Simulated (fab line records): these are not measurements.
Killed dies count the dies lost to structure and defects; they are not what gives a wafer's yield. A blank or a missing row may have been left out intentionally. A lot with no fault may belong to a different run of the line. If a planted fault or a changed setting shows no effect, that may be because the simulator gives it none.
Which tool is to blame? ; flow gf180mcu ; Sampling: 12 lots, 36 wafers, 3 of 602 route steps

## WHAT EACH GAUGE READ, for each wafer
GF_V2_RS_MEAS_24: the measuring method here is four-point-probe.
lot;measured;on;V2_W_RS (ohm/sq)
L075;day 20 16:57;film_metro-02;0.322 0.328 0.330
L077;day 21 10:39;film_metro-02;0.327 0.331 0.330
L079;day 22 13:40;film_metro-03;0.324 0.332 0.327
L081;day 23 10:49;film_metro-04;0.330 0.323 0.329
L083;day 23 19:39;film_metro-03;0.325 0.322 0.329
L085;day 24 14:53;film_metro-04;0.321 0.313 0.319
L087;day 25 03:13;film_metro-02;0.328 0.324 0.326
L089;day 26 04:32;film_metro-04;0.330 0.331 0.331
L091;day 26 10:39;film_metro-03;0.333 0.333 0.328
L093;day 27 01:20;film_metro-02;0.327 0.330 0.329
L095;day 27 11:27;film_metro-04;0.323 0.322 0.326
L097;day 27 22:56;film_metro-03;0.326 0.321 0.328

## EACH LOT AND THE TOOL THAT RAN IT (in order: tool; ch and the chambers of the sampled wafers; start)
lot;GF_CONTACT_CMP_04;GF_V1_STRIP_18
L075;cmp-01 ch 1,3, day 15 14:40;plasma_asher-02 ch 0,1, day 18 13:31
L077;cmp-02 ch 0,2,3, day 16 04:19;plasma_asher-02 ch 0,1, day 19 06:38
L079;cmp-02 ch 1,2,3, day 17 07:10;plasma_asher-03 ch 0,1, day 20 10:53
L081;cmp-02 ch 1,2,3, day 18 02:17;plasma_asher-02 ch 0,1, day 21 05:49
L083;cmp-02 ch 1,2, day 18 13:26;plasma_asher-01 ch 0,1, day 21 17:28
L085;cmp-01 ch 1,3, day 19 10:23;plasma_asher-01 ch 0,1, day 22 13:32
L087;cmp-02 ch 0,1,2, day 19 22:20;plasma_asher-03 ch 0,1, day 23 01:44
L089;cmp-01 ch 2,3, day 21 02:46;plasma_asher-03 ch 0,1, day 24 04:26
L091;cmp-02 ch 0,1,2, day 21 10:59;plasma_asher-01 ch 0,1, day 24 11:55
L093;cmp-02 ch 0,2,3, day 22 03:12;plasma_asher-01 ch 0,1, day 25 03:23
L095;cmp-01 ch 0,1,2, day 22 17:25;plasma_asher-02 ch 0,1, day 25 13:29
L097;cmp-02 ch 0,1,2, day 23 05:38;plasma_asher-03 ch 0,1, day 26 02:13
- GF_CONTACT_CMP_04: polishes SiO2.
- GF_V1_STRIP_18: strips in O2/N2.

## THE ANSWER, worked out from the rows above alone
Rule: what is usual is taken from the lots themselves. The widest of any qualifying gaps counts: lots, ordered by their means at a reading, are off when they make up no more than a third of the lots, leave a main group of 4 or more, and stand apart from it by 3 or more times the standard deviation of that group's means. A main group whose means are all the same, to the digits that the tables above print for the reading, isn't used. A lot without any number at a reading at which 4 lots or more have one is off too. Where the step has rows for the other lots, those lots are counted as sound.
No lot is off at any reading shown: from this, nothing can be told.

## WHAT THE SIMULATOR HAD PUT IN
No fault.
